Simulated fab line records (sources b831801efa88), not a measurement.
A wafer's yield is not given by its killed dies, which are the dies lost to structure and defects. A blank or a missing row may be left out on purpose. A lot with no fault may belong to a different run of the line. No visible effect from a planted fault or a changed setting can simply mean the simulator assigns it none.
One fault through the eyes of 2 desks || flow gf180mcu || what lay behind the numbers comes last; until then each desk has only its own

METROLOGY DESK
Means of the sampled wafers that have a number, per lot and without regard to the tool the lot ran on: this is what the gauges read. Any lot whose mean is over 4 standard deviations away from the usual mean is out of limits and marked OUT; that distance is given in the brackets.
Columns: A = MVPSD_RS at GF_VT_IMPLANT_RS_MEAS_49, usual 1170.2 ohm/sq
{"lot": "L748", "first seen here": "day 7 11:55", "A": 1171.5}
{"lot": "L750", "first seen here": "day 8 04:19", "A": 1165.5}
{"lot": "L751", "first seen here": "day 8 10:29", "A": 1170.3}
{"lot": "L752", "first seen here": "day 8 18:35", "A": 1169.8}
{"lot": "L753", "first seen here": "day 9 00:25", "A": 1169.6}
{"lot": "L757", "first seen here": "day 10 04:55", "A": 1170.5}
{"lot": "L758", "first seen here": "day 10 10:49", "A": "1102.6 (-23) OUT"}
{"lot": "L762", "first seen here": "day 11 12:33", "A": "1103.9 (-22) OUT"}
{"lot": "L764", "first seen here": "day 12 03:05", "A": 1170.8}
{"lot": "L765", "first seen here": "day 12 08:26", "A": 1170.3}
{"lot": "L767", "first seen here": "day 12 21:38", "A": 1172.9}
{"lot": "L770", "first seen here": "day 13 17:39", "A": 1169.0}
{"lot": "L771", "first seen here": "day 14 00:59", "A": 1172.7}
Finding of this desk: L758, L762 out of limits, first seen on L758 at day 10 10:49 (MVPSD_RS at GF_VT_IMPLANT_RS_MEAS_49). Within limits: L748, L750, L751, L752, L753, L757, L764, L765, L767, L770, L771.

DESK OF THE TOOL OWNER: implanter-02
The tool's own readings at GF_MVPSD_IMPLANT_09: means of the sampled wafers that have a number, for each lot that ran on this tool. Any lot whose mean is over 4 standard deviations away from the usual mean is out of limits and marked OUT; that distance is given in the brackets.
Columns: A = doseIonsCm2 at GF_MVPSD_IMPLANT_09, usual 5e+12; B = faradayCurrentUA at GF_MVPSD_IMPLANT_09, usual 28.2
{"lot": "L751", "first seen here": "day 5 18:53", "A": 5e+12, "B": 28.1}
{"lot": "L753", "first seen here": "day 6 06:31", "A": 5e+12, "B": 28.3}
{"lot": "L757", "first seen here": "day 7 08:14", "A": 5e+12, "B": 28.2}
{"lot": "L758", "first seen here": "day 7 14:43", "A": "7e+12 (+99 or more) OUT", "B": "37.6 (+18) OUT"}
{"lot": "L762", "first seen here": "day 8 13:28", "A": "7e+12 (+99 or more) OUT", "B": "38.4 (+20) OUT"}
Finding of this desk: L758, L762 out of limits; the first was L758 at day 7 14:43, on doseIonsCm2 at GF_MVPSD_IMPLANT_09. Within limits: L751, L753, L757.

TAKEN TOGETHER
On L758, L762, at day 7 14:43, an alarm was possible from the tool owner's desk.
An alarm was possible from the metrology desk at day 10 10:49, on L758, L762.
On implanter-02, each named lot ran GF_MVPSD_IMPLANT_09.

WHAT HAD BEEN PUT IN BY THE SIMULATOR
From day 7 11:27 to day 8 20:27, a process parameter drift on implanter-02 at GF_MVPSD_IMPLANT_09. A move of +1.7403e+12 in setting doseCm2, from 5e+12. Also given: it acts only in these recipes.
Shown lots that were struck: L758, L762.
Counting hours from when the fault started, the first reading out of limits came at 3 for the tool owner's desk and at 71 for the metrology desk.
